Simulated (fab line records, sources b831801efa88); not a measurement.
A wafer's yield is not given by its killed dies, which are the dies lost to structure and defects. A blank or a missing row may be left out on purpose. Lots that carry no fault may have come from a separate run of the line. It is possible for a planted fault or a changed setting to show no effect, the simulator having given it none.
Which tool is to blame? || flow gf180mcu || 12 lots with 36 wafers sampled at 5 steps, on a route of 602 steps

== WHAT THE GAUGES SHOWED, per wafer ==
GF_V1_THK_MEAS_03.
{"lot": "L921", "measured": "day 17 04:23", "on": "film_metro-03", "V1_CVD_02_THK (nm)": "843 851 863"}
{"lot": "L920", "measured": "day 17 05:25", "on": "film_metro-04", "V1_CVD_02_THK (nm)": "845 869 856"}
{"lot": "L931", "measured": "day 21 11:03", "on": "film_metro-03", "V1_CVD_02_THK (nm)": "852 865 867"}
{"lot": "L930", "measured": "day 21 14:37", "on": "film_metro-02", "V1_CVD_02_THK (nm)": "848 853 863"}
{"lot": "L933", "measured": "day 22 03:43", "on": "film_metro-03", "V1_CVD_02_THK (nm)": "843 859 860"}
{"lot": "L936", "measured": "day 22 17:44", "on": "film_metro-04", "V1_CVD_02_THK (nm)": "841 855 845"}
{"lot": "L938", "measured": "day 23 13:13", "on": "film_metro-04", "V1_CVD_02_THK (nm)": "831 844 859"}
{"lot": "L939", "measured": "day 24 04:41", "on": "film_metro-03", "V1_CVD_02_THK (nm)": "847 848 857"}
{"lot": "L940", "measured": "day 24 13:43", "on": "film_metro-04", "V1_CVD_02_THK (nm)": "844 864 853"}
{"lot": "L942", "measured": "day 25 00:04", "on": "film_metro-03", "V1_CVD_02_THK (nm)": "845 855 850"}
{"lot": "L941", "measured": "day 25 00:59", "on": "film_metro-02", "V1_CVD_02_THK (nm)": "842 857 858"}
{"lot": "L943", "measured": "day 25 20:53", "on": "film_metro-02", "V1_CVD_02_THK (nm)": "842 850 854"}

GF_V1_OVL_MEAS_15.
{"lot": "L921", "measured": "day 18 03:45", "on": "overlay-02", "V1_OVL (nm)": "-3 2 0"}
{"lot": "L920", "measured": "day 18 04:43", "on": "overlay-01", "V1_OVL (nm)": "6 7 1"}
{"lot": "L931", "measured": "day 22 10:33", "on": "overlay-02", "V1_OVL (nm)": "-1 -2 -1"}
{"lot": "L930", "measured": "day 22 14:13", "on": "overlay-02", "V1_OVL (nm)": "-12 -15 -11"}
{"lot": "L933", "measured": "day 23 03:34", "on": "overlay-01", "V1_OVL (nm)": "-3 -2 0"}
{"lot": "L936", "measured": "day 23 16:10", "on": "overlay-02", "V1_OVL (nm)": "-8 -7 -2"}
{"lot": "L938", "measured": "day 24 12:10", "on": "overlay-01", "V1_OVL (nm)": "3 -11 1"}
{"lot": "L939", "measured": "day 25 03:07", "on": "overlay-02", "V1_OVL (nm)": "2 -5 -4"}
{"lot": "L940", "measured": "day 25 11:46", "on": "overlay-02", "V1_OVL (nm)": "3 -4 4"}
{"lot": "L942", "measured": "day 25 21:19", "on": "overlay-02", "V1_OVL (nm)": "9 5 -2"}
{"lot": "L941", "measured": "day 25 22:46", "on": "overlay-01", "V1_OVL (nm)": "3 6 16"}
{"lot": "L943", "measured": "day 26 17:56", "on": "overlay-01", "V1_OVL (nm)": "-5 0 -9"}

GF_V1_RS_MEAS_24: measurement is done with a four-point probe.
{"lot": "L921", "measured": "day 18 04:49", "on": "film_metro-04", "V1_W_RS (ohm/sq)": "0.326 0.326 0.326"}
{"lot": "L920", "measured": "day 18 05:39", "on": "film_metro-02", "V1_W_RS (ohm/sq)": "0.323 0.316 0.313"}
{"lot": "L931", "measured": "day 22 11:29", "on": "film_metro-04", "V1_W_RS (ohm/sq)": "44.639 45.123 44.333"}
{"lot": "L930", "measured": "day 22 15:08", "on": "film_metro-02", "V1_W_RS (ohm/sq)": "42.890 43.028 42.941"}
{"lot": "L933", "measured": "day 23 04:31", "on": "film_metro-03", "V1_W_RS (ohm/sq)": "0.324 0.324 0.321"}
{"lot": "L936", "measured": "day 23 17:40", "on": "film_metro-04", "V1_W_RS (ohm/sq)": "0.324 0.324 0.324"}
{"lot": "L938", "measured": "day 24 13:07", "on": "film_metro-04", "V1_W_RS (ohm/sq)": "0.322 0.329 0.325"}
{"lot": "L939", "measured": "day 25 04:02", "on": "film_metro-03", "V1_W_RS (ohm/sq)": "0.324 0.323 0.330"}
{"lot": "L940", "measured": "day 25 12:41", "on": "film_metro-03", "V1_W_RS (ohm/sq)": "0.328 0.329 0.319"}
{"lot": "L942", "measured": "day 25 22:16", "on": "film_metro-02", "V1_W_RS (ohm/sq)": "0.322 0.317 0.321"}
{"lot": "L941", "measured": "day 25 23:42", "on": "film_metro-04", "V1_W_RS (ohm/sq)": "0.321 0.325 0.326"}
{"lot": "L943", "measured": "day 26 18:53", "on": "film_metro-02", "V1_W_RS (ohm/sq)": "0.328 0.329 0.326"}

GF_V1_THK_MEAS_25: measures by xrf.
{"lot": "L921", "measured": "day 18 04:56", "on": "film_metro-04", "V1_W_THK (nm)": "350 349 351"}
{"lot": "L920", "measured": "day 18 05:45", "on": "film_metro-02", "V1_W_THK (nm)": "353 359 363"}
{"lot": "L931", "measured": "day 22 11:35", "on": "film_metro-04", "V1_W_THK (nm)": "- - -"}
{"lot": "L930", "measured": "day 22 15:15", "on": "film_metro-02", "V1_W_THK (nm)": "<0 <0 <0"}
{"lot": "L933", "measured": "day 23 04:38", "on": "film_metro-03", "V1_W_THK (nm)": "341 342 344"}
{"lot": "L936", "measured": "day 23 17:46", "on": "film_metro-04", "V1_W_THK (nm)": "352 351 352"}
{"lot": "L938", "measured": "day 24 13:13", "on": "film_metro-04", "V1_W_THK (nm)": "353 343 347"}
{"lot": "L939", "measured": "day 25 04:09", "on": "film_metro-03", "V1_W_THK (nm)": "347 347 339"}
{"lot": "L940", "measured": "day 25 12:48", "on": "film_metro-03", "V1_W_THK (nm)": "341 337 350"}
{"lot": "L942", "measured": "day 25 22:22", "on": "film_metro-02", "V1_W_THK (nm)": "352 357 354"}
{"lot": "L941", "measured": "day 25 23:49", "on": "film_metro-04", "V1_W_THK (nm)": "355 349 352"}
{"lot": "L943", "measured": "day 26 19:01", "on": "film_metro-02", "V1_W_THK (nm)": "348 349 351"}

== TOOL THAT RAN EACH LOT (tool first, then ch and the chambers of the sampled wafers, then the start) ==
{"lot": "L921", "GF_V1_CVD_23": "cvd_w-01 ch 0, day 18 04:37"}
{"lot": "L920", "GF_V1_CVD_23": "cvd_w-02 ch 0,1, day 18 05:32"}
{"lot": "L931", "GF_V1_CVD_23": "cvd_w-01 ch 0,1, day 22 11:20"}
{"lot": "L930", "GF_V1_CVD_23": "cvd_w-01 ch 0,1, day 22 15:01"}
{"lot": "L933", "GF_V1_CVD_23": "cvd_w-01 ch 0,1, day 23 04:24"}
{"lot": "L936", "GF_V1_CVD_23": "cvd_w-01 ch 1, day 23 17:22"}
{"lot": "L938", "GF_V1_CVD_23": "cvd_w-01 ch 0,1, day 24 13:00"}
{"lot": "L939", "GF_V1_CVD_23": "cvd_w-01 ch 0,1, day 25 03:55"}
{"lot": "L940", "GF_V1_CVD_23": "cvd_w-01 ch 0,1, day 25 12:34"}
{"lot": "L942", "GF_V1_CVD_23": "cvd_w-02 ch 0,1, day 25 22:09"}
{"lot": "L941", "GF_V1_CVD_23": "cvd_w-01 ch 0,1, day 25 23:34"}
{"lot": "L943", "GF_V1_CVD_23": "cvd_w-01 ch 1, day 26 18:46"}
- GF_V1_CVD_23: deposits W, target thk 350 nm, time 105.05 s.

== AS READ BY THE TOOLS THEMSELVES (means over the sampled wafers that have a number; for cases with no such wafer, the mark the record gives instead) ==
GF_V1_CVD_23.
{"lot": "L921", "tool": "cvd_w-01", "chamber_pressure_Torr (Torr)": 39.95, "heater_power_outer_w (W)": 604, "heater_power_w (W)": 956}
{"lot": "L920", "tool": "cvd_w-02", "chamber_pressure_Torr (Torr)": 40.04, "heater_power_outer_w (W)": 526, "heater_power_w (W)": 841}
{"lot": "L931", "tool": "cvd_w-01", "chamber_pressure_Torr (Torr)": "-", "heater_power_outer_w (W)": "-", "heater_power_w (W)": "-"}
{"lot": "L930", "tool": "cvd_w-01", "chamber_pressure_Torr (Torr)": "-", "heater_power_outer_w (W)": "-", "heater_power_w (W)": "-"}
{"lot": "L933", "tool": "cvd_w-01", "chamber_pressure_Torr (Torr)": 40.04, "heater_power_outer_w (W)": 505, "heater_power_w (W)": 818}
{"lot": "L936", "tool": "cvd_w-01", "chamber_pressure_Torr (Torr)": 40.04, "heater_power_outer_w (W)": 453, "heater_power_w (W)": 761}
{"lot": "L938", "tool": "cvd_w-01", "chamber_pressure_Torr (Torr)": 39.99, "heater_power_outer_w (W)": 506, "heater_power_w (W)": 835}
{"lot": "L939", "tool": "cvd_w-01", "chamber_pressure_Torr (Torr)": 40.09, "heater_power_outer_w (W)": 558, "heater_power_w (W)": 911}
{"lot": "L940", "tool": "cvd_w-01", "chamber_pressure_Torr (Torr)": 39.99, "heater_power_outer_w (W)": 502, "heater_power_w (W)": 837}
{"lot": "L942", "tool": "cvd_w-02", "chamber_pressure_Torr (Torr)": 40.05, "heater_power_outer_w (W)": 554, "heater_power_w (W)": 890}
{"lot": "L941", "tool": "cvd_w-01", "chamber_pressure_Torr (Torr)": 40.24, "heater_power_outer_w (W)": 553, "heater_power_w (W)": 896}
{"lot": "L943", "tool": "cvd_w-01", "chamber_pressure_Torr (Torr)": 40.01, "heater_power_outer_w (W)": 450, "heater_power_w (W)": 759}

== THE ANSWER, worked out from the rows above alone ==
Rule: the usual values come from the lots themselves. The widest of any qualifying gaps counts: lots, ordered by their means at a reading, are off when they make up no more than a third of the lots, leave a main group of 4 or more, and stand apart from it by 3 or more times the standard deviation of that group's means. A main group is skipped when, at the precision printed for the reading in the tables above, its means are all equal. A lot without any number at a reading at which 4 lots or more have one is off too. Any other lot the step has rows for is counted as sound. After the gauges, taken in route order, come the tools' own readings; for these a lot's mean is taken, as printed above. The first step at which some lot is off is used, and at that step the reading that is off furthest; a lot without a number counts as furthest.
Off: L931, L930, seen at GF_V1_RS_MEAS_24 (V1_W_RS). Mean 0.324 ohm/sq and standard deviation 0.0029 in the main group.
A tool fits if, at a process step before that reading, it ran every lot that is off, and no sound lot after the first of them. Not tried: the gauges at GF_V1_RS_MEAS_24; whatever is off there is also off at GF_V1_CVD_23, on other tools, and gauge error can't account for it. None of those tried fits.

== WHAT THE SIMULATOR PUT IN ==
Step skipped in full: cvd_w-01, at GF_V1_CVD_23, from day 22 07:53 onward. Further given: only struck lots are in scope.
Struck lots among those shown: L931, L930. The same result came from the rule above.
